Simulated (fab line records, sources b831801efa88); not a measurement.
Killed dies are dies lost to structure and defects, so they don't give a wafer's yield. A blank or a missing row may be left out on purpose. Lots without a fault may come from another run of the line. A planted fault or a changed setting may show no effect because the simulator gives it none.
A struck lot beside a sound one | flow sky130 | 32 steps out of a route of 708
Sound: wafers L753.1, L753.2, L753.4. Struck: wafer L757.2. (L757.3, L757.4 of the same lot were not struck and are left out.) The cause comes at the end.
At each step with rows: each side's tool, then ch and its chambers, then its first start. Under that, the readings that differ: sound wafers | struck wafers | difference of the means | sigmas: that difference in standard deviations of wafers without a fault.
alike: readings whose means differ by less than 2 such deviations, and words and numbers that are the same on both sides. not compared: withheld readings, readings that some wafer has no value for, bounds like >300 that may hide the same value, and numbers for which the record gives no deviation and whose values overlap.
The two part at a step that has a row with sigmas, a row that says differs or no value, or rows on one side only. Numbers that don't overlap but have no deviation are shown without sigmas and don't part them. A reading that every wafer of one side lacks parts them only if that side has two wafers or more.

first, 1 step without rows for these wafers: SKY_VIA1_ETCH_15 (etches SiO2 in C4F8/O2/Ar, stops on TiN, target depth 351 nm, time 55.82 s).
SKY_VIA1_STRIP_16: strips in O2/N2.
  sound on plasma_asher-03 ch 0,1, day 36 12:35; struck on plasma_asher-02 ch 1, day 37 15:10
  reading                     | sound       | struck | difference | sigmas
  drypump_motor_current_A (A) | 5.7 5.2 5.2 | 6.5    | +1.1       | +2
  alike: oes_product_au, strip_time_to_endpoint_s
  not compared: rf_hours_counter_h
then, 3 steps without rows for these wafers: SKY_VIA1_STRIP_17 (strips in post etch residue remover, time 1200 s); SKY_VIA1_CLEAN_18 (cleans in IPA, time 180 s); SKY_VIA1_CLEAN_19 (cleans in O3/DIW).
SKY_VIA1_SPUTTER_20: material TiN, target thk 20 nm, time 80 s.
  sound on pvd_sputter-04, day 36 13:10; struck on pvd_sputter-03, day 37 15:45
  alike: cathode_dc_power_W, throttle_valve_pct
then, 1 step without rows for these wafers: SKY_VIA1_CVD_21 (deposits W, target thk 270 nm, time 80.902 s).
SKY_VIA1_RS_MEAS_22: measures by four-point-probe.
  sound on film_metro-03, day 36 13:19; struck on film_metro-02, day 37 15:56
  alike: VIA1_W_RS
SKY_VIA1_THK_MEAS_23: measures by xrf.
  sound on film_metro-03, day 36 13:26; struck on film_metro-02, day 37 16:02
  alike: VIA1_W_THK
then, 1 step without rows for these wafers: SKY_VIA1_CMP_24 (polishes, stops on SiO2, t overpolish 15 s, target thk 0 nm).
SKY_METAL2_SPUTTER_00: material Ti, target thk 15 nm, time 10 s.
  sound on pvd_sputter-02, day 36 13:48; struck on pvd_sputter-02, day 37 16:23
  alike: cathode_dc_power_W, throttle_valve_pct
then, 1 step without rows for these wafers: SKY_METAL2_SPUTTER_01 (material TiN, target thk 20 nm, time 16.7 s).
SKY_METAL2_SPUTTER_02: material AlCu, target thk 250 nm, time 13.3 s.
  sound on pvd_sputter-02, day 36 13:51; struck on pvd_sputter-02, day 37 16:26
  reading                                     | sound             | struck | difference | sigmas
  cathode_dc_power_W (W)                      | 10598 10599 10600 | 10603  | +4         | +2
  model.AlCu_of_METAL2_SPUTTER_02.thk_nm (nm) | 250.8 250.5 249.5 | 360.6  | +110.3     |
  alike: throttle_valve_pct
SKY_METAL2_SPUTTER_03: material Ti, target thk 5 nm, time 3.208 s.
  sound on pvd_sputter-02, day 36 13:52; struck on pvd_sputter-02, day 37 16:28
  alike: cathode_dc_power_W, throttle_valve_pct
then, 1 step without rows for these wafers: SKY_METAL2_SPUTTER_04 (material TiN, target thk 70 nm, time 58.3 s).
SKY_METAL2_RS_MEAS_05: measures by four-point-probe.
  sound on film_metro-03, day 36 13:56; struck on film_metro-01, day 37 16:33
  reading                 | sound                | struck | difference | sigmas
  METAL2_ALCU_RS (ohm/sq) | 0.1265 0.1265 0.1271 | 0.0872 | -0.0395    | -36
SKY_METAL2_THK_MEAS_06: measures by xrf.
  sound on film_metro-03, day 36 14:04; struck on film_metro-01, day 37 16:40
  reading              | sound             | struck | difference | sigmas
  METAL2_ALCU_THK (nm) | 253.7 251.9 250.0 | 360.6  | +108.7     | +43
then, 8 steps without rows for these wafers: SKY_METAL2_DEHYDRATE_07 (time 60 s); SKY_METAL2_HMDS_08 (prime time 60 s); SKY_METAL2_COAT_09 (resist thk 60 nm); SKY_METAL2_COAT_10 (resist thk 450 nm); SKY_METAL2_SOFTBAKE_11 (time 90 s); SKY_METAL2_EXPOSE_12 (exposes mask MM2, target cd 140 nm); SKY_METAL2_PEB_13; SKY_METAL2_DEVELOP_14 (develop time 60 s).
SKY_METAL2_CD_MEAS_15: target cd 140 nm.
  sound on cd_sem-02, day 37 15:41; struck on cd_sem-01, day 38 19:19
  alike: cd_nm
SKY_METAL2_OVL_MEAS_16:
  sound on overlay-02, day 37 15:49; struck on overlay-01, day 38 19:25
  alike: METAL2_OVL
then, 2 steps without rows for these wafers: SKY_METAL2_DESCUM_17 (chemistry O2, time 8 s); SKY_METAL2_ETCH_18 (etches BARC in N2/H2, stops on SiO2, time 45.9 s, target depth 60 nm).
SKY_METAL2_METAL_ETCH_19: etches the open film in Cl2/BCl3, stops on SiO2, target depth 360 nm, time 78 s.
  sound on rie_metal-03 ch 0,1, day 37 15:56; struck on rie_metal-04 ch 1, day 38 19:40
  reading               | sound             | struck | difference | sigmas
  oes_product_au (a.u.) | 0.849 0.854 0.852 | 0.957  | +0.105     | +17
  alike: drypump_motor_current_A, throttle_valve_pct
  not compared: rf_hours_counter_h
SKY_METAL2_STRIP_20: strips in O2/N2.
  sound on plasma_asher-01 ch 0,1, day 37 16:02; struck on plasma_asher-04 ch 1, day 38 19:49
  alike: drypump_motor_current_A, oes_product_au, strip_time_to_endpoint_s
  not compared: rf_hours_counter_h
-- the record jumps here: 10 days lie between the struck wafers' starts before and after (it left off in module METAL2 and takes up again in module PAD_OPEN, whose first step shown is number 708 of the route) --
SKY_PAD_OPEN_PROBE_99:
  sound on prober-02, day 47 19:57; struck on prober-01, day 48 16:20
  reading                      | sound                | struck  | difference | sigmas
  model.etest.met2.line_ohm_um | 0.8837 0.9204 0.9231 | 0.624   | -0.285     |
  model.etest.met2.rs_ohm_sq   | 0.1281 0.1272 0.1287 | 0.08747 | -0.04053   |

WHERE THEY PART
First at SKY_VIA1_STRIP_16; last, within this record, at SKY_METAL2_METAL_ETCH_19. Later steps at which nothing parts them and some readings are alike: SKY_METAL2_STRIP_20.

WHY: what the simulator had put in
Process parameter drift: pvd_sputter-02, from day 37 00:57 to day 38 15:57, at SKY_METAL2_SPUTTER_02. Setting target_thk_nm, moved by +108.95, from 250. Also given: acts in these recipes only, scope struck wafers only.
